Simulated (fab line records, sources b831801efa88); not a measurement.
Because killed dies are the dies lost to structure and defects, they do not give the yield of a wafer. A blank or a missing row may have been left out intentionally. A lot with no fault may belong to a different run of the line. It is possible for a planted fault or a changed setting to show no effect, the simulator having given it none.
Problem report, 8D (eight disciplines) form, completed by code || flow sky130 || the parts of the form that need people (team, actions taken, sign-off) are left out

== 1. THE ISSUE ==
Wafers without a fault read 56.60 W, standard deviation 0.042; heater-power-total-W at SKY_CAP2M_SOFTBAKE_08 reads a mean of 53.19 W on 6 wafers belonging to 2 lots. Measured from the usual mean, that is -81 standard deviations.
The step: time 60 s.
Earliest sighting: wafer L973.1 on litho-track-01 at day 45 17:58. The record has a number at this step for 36 wafers belonging to 12 lots. By rule, "out" or "out of limits" means more than 4 standard deviations away from the usual mean. Any other wafer with a number is counted as sound.

== 2. WHAT THIS IS AND IS NOT ==
{"question": "which readings at this step", "is": "heater-power-total-W, plate-temp-C", "is not": "resist-line-temp-C"}
{"question": "which lots", "is": "L971, L973", "is not": "L954, L956, L958, L961, L962, L963, L964, L965, L966, L976"}
{"question": "which wafers of those lots", "is": "all that have a number", "is not": "-"}
{"question": "read on which tools", "is": "litho-track-01", "is not": "litho-track-03, litho-track-04"}
{"question": "when", "is": "from day 45 17:58", "is not": "up to then (27 sound wafers); but 3 sound wafers of L976 came after"}

== 3. WHAT RULES OUT EACH SUSPECT ==
Counting: a tool at any process step up to the reading remains a suspect when it ran all the lots that are out and ran no sound lot after the first of those.
- litho-track-01 at SKY_CAP2M_SOFTBAKE_08 (time 60 s): kept. Every lot that is out went through it, starting with L973 (day 45 17:58), and after that it ran no sound lot; the last sound lot it ran before then is L966 (day 43 11:38). Out on those wafers are its own readings of heater-power-total-W, plate-temp-C.
After counting, what remains is litho-track-01 at SKY_CAP2M_SOFTBAKE_08.

== 4. THE CAUSE (what the simulator had put in) ==
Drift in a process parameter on litho-track-01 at SKY_CAP2M_SOFTBAKE_08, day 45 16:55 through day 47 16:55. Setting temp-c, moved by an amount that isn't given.
After counting, this tool was the only one left.

== 5. THE CHAIN OF EFFECTS, in route order ==
Each row: a reading where the mean over the struck wafers with a number is more than 3 standard deviations away from the usual. Only readings whose record carries a usual standard deviation are examined. hours: median over the lots of the time between each lot's start at the first step of this table that gives one and its start at this step. sigmas: the change, counted in usual standard deviations.
{"hours": 0, "step": "SKY_CAP2M_SOFTBAKE_08", "reading": "heater-power-total-W", "usual": "56.60 W", "on struck wafers": 53.19, "change": -3.41, "sigmas": -81}
{"hours": 0, "step": "SKY_CAP2M_SOFTBAKE_08", "reading": "plate-temp-C", "usual": "90.03 C", "on struck wafers": 86.20, "change": -3.83, "sigmas": -32}
Process steps it contains:
- SKY_CAP2M_SOFTBAKE_08: time 60 s.
At these later measuring or inspecting steps, every struck wafer for which the step has a row has a number for every such reading, and none has moved that far: SKY_CAP2M_OVL_MEAS_12.

== 6. HOW IT WOULD HAVE BEEN CAUGHT EARLIER ==
In this record the first reading out of limits was taken at day 45 17:58, 1 hour after the fault began at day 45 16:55.
